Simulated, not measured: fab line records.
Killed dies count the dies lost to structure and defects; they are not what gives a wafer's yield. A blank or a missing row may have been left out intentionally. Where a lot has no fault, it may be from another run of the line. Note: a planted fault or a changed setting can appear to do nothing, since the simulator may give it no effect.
Chamber matching	flow gf180mcu	rie_si-02 running GF_STI_ETCH_14: 4 sister chambers
The step etches Si in HBr/Cl2/O2, target depth 360 nm, time 102.9 s. 8 wafers are shown with their chamber, then 7 later ones without.

== EACH WAFER AND ITS CHAMBER ==
wafer	chamber	drypump_motor_current_A (A)	run_length_s (s)
L437.5	1	5.8	132.4
L443.4	3	4.8	131.4
L443.5	3	4.8	131.6
L448.4	0	5.4	132.7
L448.5	2	5.5	130.7
L448.6	1	5.9	131.7
L457.2	0	5.4	132.2
L457.5	2	5.5	131.2

== WAFERS WITHOUT THEIR CHAMBER ==
wafer	drypump_motor_current_A (A)	run_length_s (s)
L457.6	4.8	131.4
L458.3	5.5	131.0
L458.4	5.4	132.1
L458.5	5.5	131.4
L459.1	4.8	131.6
L459.2	5.4	132.2
L459.3	5.5	130.7

== EACH ONE'S CHAMBER ==
wafer	from the rows above	in truth
L457.6	3	3
L458.3	2	2
L458.4	0	0
L458.5	2	2
L459.1	3	3
L459.2	0	0
L459.3	2	2
Placed correctly: 7 of 7. From these rows, 0 cannot be placed. 0 placed wrongly.
How it was worked out, from the rows above alone: a wafer's distance from a chamber is the root of the sum, over the readings, of the square of ((its reading less the chamber's mean) divided by the reading's scatter). If the next closest chamber is less than 2 further off than the closest, the wafer can't be placed; otherwise it belongs to the closest. The mean given for a chamber averages the wafers shown for that chamber. How the scatter is found: for the shown wafers, subtract from each reading the mean of its chamber, square and add these, divide the total by (wafers less chambers), then take the root.
